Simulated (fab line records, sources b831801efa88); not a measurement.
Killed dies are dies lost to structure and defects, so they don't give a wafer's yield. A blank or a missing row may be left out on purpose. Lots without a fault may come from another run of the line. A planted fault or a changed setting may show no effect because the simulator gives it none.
Chamber matching | flow gf180mcu | GF_V2_CVD_02 on pecvd-04: 3 sister chambers
The step deposits SiO2 from TEOS, target thk 850 nm, time 94.851 s. 14 wafers are shown with their chamber, then 7 later ones without.

WAFERS WITH THEIR CHAMBER
wafer  | chamber | heater_power_w (W)
L191.1 | 0       | 619
L191.2 | 2       | 675
L191.6 | 1       | 703
L196.2 | 1       | 661
L196.3 | 0       | 573
L196.5 | 1       | 717
L197.1 | 1       | 739
L197.2 | 2       | 609
L197.3 | 0       | 636
L206.1 | 0       | 525
L206.2 | 1       | 680
L206.6 | 1       | 726
L208.1 | 0       | 549
L208.3 | 2       | 652

SIGNATURES (means of the wafers above)
reading        | chamber 0 | chamber 1 | chamber 2 | scatter within a chamber
heater_power_w | 580.40    | 704.33    | 645.33    | 37.2
Rule: a wafer's distance from a chamber is the root of the sum, over the readings, of the square of ((its reading less the chamber's mean) divided by the reading's scatter). The wafer belongs to the nearest chamber; if the next one is less than 2 further off, it can't be placed. The scatter: the root of (the sum of the squares of (reading less its chamber's mean) over the shown wafers, divided by (wafers less chambers)).

WAFERS WITHOUT THEIR CHAMBER
wafer  | heater_power_w (W)
L208.6 | 612
L209.3 | 711
L209.4 | 635
L209.6 | 600
L211.1 | 608
L211.2 | 633
L211.6 | 628

WHICH CHAMBER EACH WENT THROUGH
wafer  | from the rows above          | in truth
L208.6 | can't be placed: 0 or 2 or 1 | 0
L209.3 | can't be placed: 1 or 2      | 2
L209.4 | can't be placed: 2 or 0 or 1 | 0
L209.6 | can't be placed: 0 or 2      | 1
L211.1 | can't be placed: 0 or 2 or 1 | 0
L211.2 | can't be placed: 2 or 0 or 1 | 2
L211.6 | can't be placed: 2 or 0 or 1 | 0
Placed correctly: 0 of 7. Can't be placed from these rows: 7 (the true chamber is among the candidates in 6). Placed wrongly: 0.
